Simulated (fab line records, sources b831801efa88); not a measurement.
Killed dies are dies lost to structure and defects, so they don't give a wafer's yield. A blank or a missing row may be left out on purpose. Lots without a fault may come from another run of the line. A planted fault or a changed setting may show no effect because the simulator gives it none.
Which tool did it? | flow sky130 | 10 lots, 30 wafers sampled, at 2 steps of a route of 708

WHAT THE GAUGES READ, wafer by wafer
SKY_LDD_HVN_OVL_MEAS_07.
lot  | measured     | on         | LDD_HVN_OVL (nm)
L180 | day 22 07:55 | overlay-02 | -0.9 -0.8 -0.6
L181 | day 22 13:40 | overlay-02 | -0.8 0.9 0.1
L184 | day 23 03:28 | overlay-01 | 2.0 1.5 1.4
L185 | day 23 11:10 | overlay-02 | 1.1 2.5 1.7
L190 | day 25 03:30 | overlay-01 | 0.6 0.7 0.8
L191 | day 25 13:45 | overlay-01 | 2.7 1.4 0.9
L192 | day 25 17:13 | overlay-02 | 3.0 2.5 1.6
L193 | day 26 02:02 | overlay-02 | 0.9 1.4 2.3
L194 | day 26 12:13 | overlay-02 | -1.4 -0.8 -0.8
L195 | day 26 20:46 | overlay-02 | -0.8 -1.2 -0.5

WHICH TOOL RAN EACH LOT (tool, then ch and the chambers of the sampled wafers, then the start)
lot  | SKY_LDD_P_STRIP_10
L180 | plasma_asher-01 ch 0,1, day 21 01:31
L181 | plasma_asher-03 ch 0,1, day 21 06:53
L184 | plasma_asher-04 ch 0,1, day 21 21:21
L185 | plasma_asher-04 ch 0, day 22 05:12
L190 | plasma_asher-03 ch 0, day 23 21:18
L191 | plasma_asher-04 ch 0, day 24 08:16
L192 | plasma_asher-03 ch 0,1, day 24 11:58
L193 | plasma_asher-01 ch 0,1, day 24 21:28
L194 | plasma_asher-04 ch 0,1, day 25 06:39
L195 | plasma_asher-01 ch 0,1, day 25 15:39
- SKY_LDD_P_STRIP_10: strips in O2/N2.

THE ANSWER, worked out from the rows above alone
Rule: what is usual is taken from the lots themselves. Put in order of their means at a reading, lots are off if they are a third of the lots or fewer, leave a main group of 4 or more, and stand apart from it by a gap of 3 or more times the standard deviation of the main group's means; of several such gaps the widest counts. A main group whose means are all the same, to the digits that the tables above print for the reading, isn't used. A lot without any number at a reading at which 4 lots or more have one is off too. The other lots that the step has rows for count as sound.
No lot is off at any reading shown: from this, nothing can be told.

WHAT THE SIMULATOR HAD PUT IN
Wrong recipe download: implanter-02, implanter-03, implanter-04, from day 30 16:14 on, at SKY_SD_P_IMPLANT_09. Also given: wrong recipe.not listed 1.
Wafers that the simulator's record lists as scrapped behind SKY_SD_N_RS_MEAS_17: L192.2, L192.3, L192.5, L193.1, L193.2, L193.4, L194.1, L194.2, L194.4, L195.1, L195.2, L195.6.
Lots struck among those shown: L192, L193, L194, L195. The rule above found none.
